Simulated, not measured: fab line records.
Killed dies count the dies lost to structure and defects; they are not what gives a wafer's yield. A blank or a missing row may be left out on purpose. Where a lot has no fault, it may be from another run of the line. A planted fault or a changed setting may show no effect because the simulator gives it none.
A struck lot beside a sound one + flow sky130 + 33 out of 708 route steps
Sound: the wafers L361.1, L361.2, L361.5. Struck: wafers L367.1, L367.3, L367.6. The cause comes at the end.
For every step that has rows: the tool of each side, followed by ch and its chambers, followed by its first start. Under that, the readings that differ: sound wafers + struck wafers + difference of the means + sigmas: that difference in standard deviations of wafers without a fault.
alike: words and numbers the same on both sides, and readings whose means are apart by under 2 such deviations; not compared: readings that were withheld, readings missing a value for some wafer, numbers with overlapping values and no deviation given by the record, and bounds like >300 which may hide the same value.
Wherever a step has rows on one side only, a row that says differs or no value, or a row with sigmas, the two part there. When numbers do not overlap yet have no deviation, they are printed without sigmas and do not part them. A reading missing from all wafers of one side parts the sides only when that side holds two or more wafers.

first, 3 steps without rows for these wafers: SKY_VT_ADJUST_HVTR_EXPOSE_04 (exposes mask HVTRM, target cd 380 nm); SKY_VT_ADJUST_HVTR_PEB_05; SKY_VT_ADJUST_HVTR_DEVELOP_06 (develop time 60 s).
SKY_VT_ADJUST_HVTR_CD_MEAS_07 targets a cd of 380 nm.
  struck on cd_sem-02, day 14 11:40; sound on cd_sem-01, day 12 16:49
  alike: cd_nm
SKY_VT_ADJUST_HVTR_OVL_MEAS_08:
  struck on overlay-01, day 14 11:47; sound on overlay-01, day 12 16:56
  alike: VT_ADJUST_HVTR_OVL
next, for these wafers, 1 step has no rows: SKY_VT_ADJUST_HVTR_IMPLANT_09.
SKY_VT_ADJUST_HVTR_STRIP_10: strips in O2/N2.
  sound on plasma_asher-01 ch 0,1, day 12 17:07; struck on plasma_asher-04 ch 0,1, day 14 11:58
  alike: drypump_motor_current_A, oes_product_au, strip_time_to_endpoint_s
  not compared: rf_hours_counter_h
SKY_VT_ADJUST_HVTR_TW_MEAS_11:
  struck on film_metro-01, day 14 12:04; sound on film_metro-02, day 12 17:13
| reading           | sound             | struck            | difference | sigmas |
|-------------------|-------------------|-------------------|------------|--------|
| VT_ADJUST_HVTR_TW | 211.4 210.8 211.3 | 208.0 207.5 208.5 | -3.2       | -2     |
then, 4 steps without rows for these wafers: SKY_VT_ADJUST_PCH_DEHYDRATE_00 (time 60 s); SKY_VT_ADJUST_PCH_HMDS_01 (prime time 60 s); SKY_VT_ADJUST_PCH_COAT_02 (resist thk 3000 nm); SKY_VT_ADJUST_PCH_SOFTBAKE_03.
SKY_VT_ADJUST_PCH_EXPOSE_04: exposes mask NWM, target cd 840 nm.
  sound on iline_stepper-02 ch 0, day 13 05:31; struck on iline_stepper-01 ch 0, day 15 00:41
| reading | sound             | struck               | difference | sigmas |
|---------|-------------------|----------------------|------------|--------|
| mask    | NWM#0 NWM#0 NWM#0 | TUNM#0 TUNM#0 TUNM#0 | differs    |        |
then, 2 steps without rows for these wafers: SKY_VT_ADJUST_PCH_PEB_05; SKY_VT_ADJUST_PCH_DEVELOP_06 (develop time 60 s).
SKY_VT_ADJUST_PCH_OVL_MEAS_07:
  struck on overlay-01, day 15 13:58; sound on overlay-01, day 13 16:55
| reading                | sound          | struck | difference                    | sigmas |
|------------------------|----------------|--------|-------------------------------|--------|
| VT_ADJUST_PCH_OVL (nm) | -2.5 -2.3 -2.5 | - - -  | no value on the struck wafers |        |
next, for these wafers, 1 step has no rows: SKY_VT_ADJUST_PCH_IMPLANT_08.
SKY_VT_ADJUST_PCH_STRIP_09: strips in O2/N2.
  sound on plasma_asher-04 ch 0,1, day 13 17:06; struck on plasma_asher-03 ch 0, day 15 14:09
  alike: drypump_motor_current_A, oes_product_au, strip_time_to_endpoint_s
  not compared: rf_hours_counter_h
SKY_VT_ADJUST_PCH_TW_MEAS_10:
  struck on film_metro-01, day 15 14:15; sound on film_metro-02, day 13 17:12
| reading          | sound             | struck         | difference | sigmas |
|------------------|-------------------|----------------|------------|--------|
| VT_ADJUST_PCH_TW | 142.7 142.6 142.8 | 29.7 29.7 29.7 | -113.0     | -94    |
then, 7 steps without rows for these wafers: SKY_SONOS_TUNNEL_DEHYDRATE_00 (time 60 s); SKY_SONOS_TUNNEL_HMDS_01 (prime time 60 s); SKY_SONOS_TUNNEL_COAT_02 (resist thk 1140 nm); SKY_SONOS_TUNNEL_SOFTBAKE_03 (time 60 s); SKY_SONOS_TUNNEL_EXPOSE_04 (exposes mask TUNM, target cd 410 nm); SKY_SONOS_TUNNEL_PEB_05; SKY_SONOS_TUNNEL_DEVELOP_06 (develop time 60 s).
SKY_SONOS_TUNNEL_CD_MEAS_07 targets a cd of 410 nm.
  struck on cd_sem-02, day 16 18:19; sound on cd_sem-02, day 14 18:55
  alike: cd_nm
SKY_SONOS_TUNNEL_OVL_MEAS_08:
  struck on overlay-02, day 16 18:26; sound on overlay-01, day 14 19:02
  alike: SONOS_TUNNEL_OVL
then, 3 steps without rows for these wafers: SKY_SONOS_TUNNEL_IMPLANT_09; SKY_SONOS_TUNNEL_WET_ETCH_10 (etches SiO2 in dHF, target depth 14 nm, time 280 s); SKY_SONOS_TUNNEL_STRIP_11 (strips in SPM, time 600 s).
SKY_SONOS_TUNNEL_TW_MEAS_12:
  struck on film_metro-02, day 16 18:53; sound on film_metro-03, day 14 19:29
| reading         | sound             | struck            | difference | sigmas |
|-----------------|-------------------|-------------------|------------|--------|
| SONOS_TUNNEL_TW | 196.5 196.1 195.9 | 213.7 213.5 214.6 | +17.8      | +18    |
then, 1 step without rows for these wafers: SKY_SONOS_TUNNEL_CLEAN_13 (cleans in dHF, time 20 s).

WHERE THEY PART
Last at SKY_SONOS_TUNNEL_TW_MEAS_12 as far as this record goes, first at SKY_VT_ADJUST_HVTR_TW_MEAS_11.

WHY: what the simulator had put in
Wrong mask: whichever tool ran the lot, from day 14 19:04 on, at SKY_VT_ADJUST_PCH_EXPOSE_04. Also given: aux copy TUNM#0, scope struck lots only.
